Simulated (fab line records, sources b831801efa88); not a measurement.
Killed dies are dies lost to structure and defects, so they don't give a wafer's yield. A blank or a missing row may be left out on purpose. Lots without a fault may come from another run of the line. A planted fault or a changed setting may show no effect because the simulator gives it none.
A struck lot beside a sound one | flow gf180mcu | 27 steps out of a route of 602
Sound: wafers L835.1, L835.2, L835.4. Struck: wafers L838.3, L838.4, L838.6. The cause comes at the end.
At each step with rows: each side's tool, then ch and its chambers, then its first start. Under that, the readings that differ: sound wafers | struck wafers | difference of the means | sigmas: that difference in standard deviations of wafers without a fault.
alike: readings whose means differ by less than 2 such deviations, and words and numbers that are the same on both sides. not compared: withheld readings, readings that some wafer has no value for, bounds like >300 that may hide the same value, and numbers for which the record gives no deviation and whose values overlap.
The two part at a step that has a row with sigmas, a row that says differs or no value, or rows on one side only. Numbers that don't overlap but have no deviation are shown without sigmas and don't part them. A reading that every wafer of one side lacks parts them only if that side has two wafers or more.

GF_HV_LDD_ETCHBACK_58: etches Si3N4 in CH3F/O2, stops on SiO2, time 100 s, target depth 90 nm.
  sound on rie_diel-04 ch 0,2,3, day 12 07:28; struck on rie_diel-04 ch 0,1,3, day 13 10:01
  alike: drypump_motor_current_A, oes_product_au, rf_fwd_power_W, throttle_valve_pct
  not compared: rf_hours_counter_h
then, 7 steps without rows for these wafers: GF_NSD_DEHYDRATE_00 (time 60 s); GF_NSD_HMDS_01 (prime time 60 s); GF_NSD_COAT_02 (resist thk 1000 nm); GF_NSD_SOFTBAKE_03 (time 60 s); GF_NSD_EXPOSE_04 (exposes mask Nplus, target cd 400 nm); GF_NSD_PEB_05; GF_NSD_DEVELOP_06 (develop time 60 s).
GF_NSD_CD_MEAS_07: target cd 400 nm.
  sound on cd_sem-01, day 13 03:27; struck on cd_sem-01, day 14 06:23
  alike: cd_nm
GF_NSD_OVL_MEAS_08:
  sound on overlay-01, day 13 03:34; struck on overlay-01, day 14 06:28
  alike: NSD_OVL
then, 2 steps without rows for these wafers: GF_NSD_IMPLANT_09; GF_NSD_IMPLANT_10.
GF_NSD_STRIP_11: strips in O2/N2.
  sound on plasma_asher-01 ch 0,1, day 13 03:55; struck on plasma_asher-01 ch 0,1, day 14 06:50
  reading                                  | sound                | struck               | difference                    | sigmas
  oes_product_au (a.u.)                    | 0.482 0.492 0.492    | 0.577 0.572 0.582    | +0.088                        | +20
  platen_temp_c (C)                        | 249.94 249.94 249.71 | 250.13 250.45 250.18 | +0.39                         | +2
  strip_time_to_endpoint_s (s)             | 22.959 22.997 22.953 | - - -                | no value on the struck wafers |
  model.NOVOLAK_of_NSD_COAT_02.thk_nm (nm) | 0 0 0                | 152.8 152.8 153.9    | +153.2                        |
  alike: drypump_motor_current_A, heater_power_w
  not compared: rf_hours_counter_h
GF_NSD_TW_MEAS_12:
  sound on film_metro-02, day 13 04:01; struck on film_metro-04, day 14 06:55
  alike: NSD_TW
then, 7 steps without rows for these wafers: GF_PSD_DEHYDRATE_00 (time 60 s); GF_PSD_HMDS_01 (prime time 60 s); GF_PSD_COAT_02 (resist thk 1000 nm); GF_PSD_SOFTBAKE_03 (time 60 s); GF_PSD_EXPOSE_04 (exposes mask Pplus, target cd 400 nm); GF_PSD_PEB_05; GF_PSD_DEVELOP_06 (develop time 60 s).
GF_PSD_CD_MEAS_07: target cd 400 nm.
  sound on cd_sem-01, day 14 00:22; struck on cd_sem-02, day 15 04:00
  alike: cd_nm
GF_PSD_OVL_MEAS_08:
  sound on overlay-02, day 14 00:29; struck on overlay-02, day 15 04:05
  alike: PSD_OVL
then, 1 step without rows for these wafers: GF_PSD_IMPLANT_09.
GF_PSD_STRIP_10: strips in O2/N2.
  sound on plasma_asher-03 ch 0,1, day 14 00:40; struck on plasma_asher-02 ch 0,1, day 15 04:18
  reading                      | sound             | struck            | difference | sigmas
  oes_product_au (a.u.)        | 0.589 0.589 0.587 | 0.606 0.609 0.615 | +0.022     | +5
  strip_time_to_endpoint_s (s) | 16.57 16.55 16.56 | 18.89 18.88 18.89 | +2.33      | +68
  alike: drypump_motor_current_A, heater_power_w, platen_temp_c
  not compared: rf_hours_counter_h
GF_PSD_TW_MEAS_11:
  sound on film_metro-04, day 14 00:46; struck on film_metro-04, day 15 04:23
  reading | sound          | struck   | difference | sigmas
  PSD_TW  | 3166 3168 3161 | 30 30 30 | -3135      | -99 or more
then, 1 step without rows for these wafers: GF_PSD_CLEAN_12 (cleans in SC1/SC2, time 150 s).

WHERE THEY PART
First at GF_NSD_STRIP_11; last, within this record, at GF_PSD_TW_MEAS_11.

WHY: what the simulator had put in
Strip aborted: plasma_asher-01, from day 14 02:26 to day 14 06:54, at GF_NSD_STRIP_11. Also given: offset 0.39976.
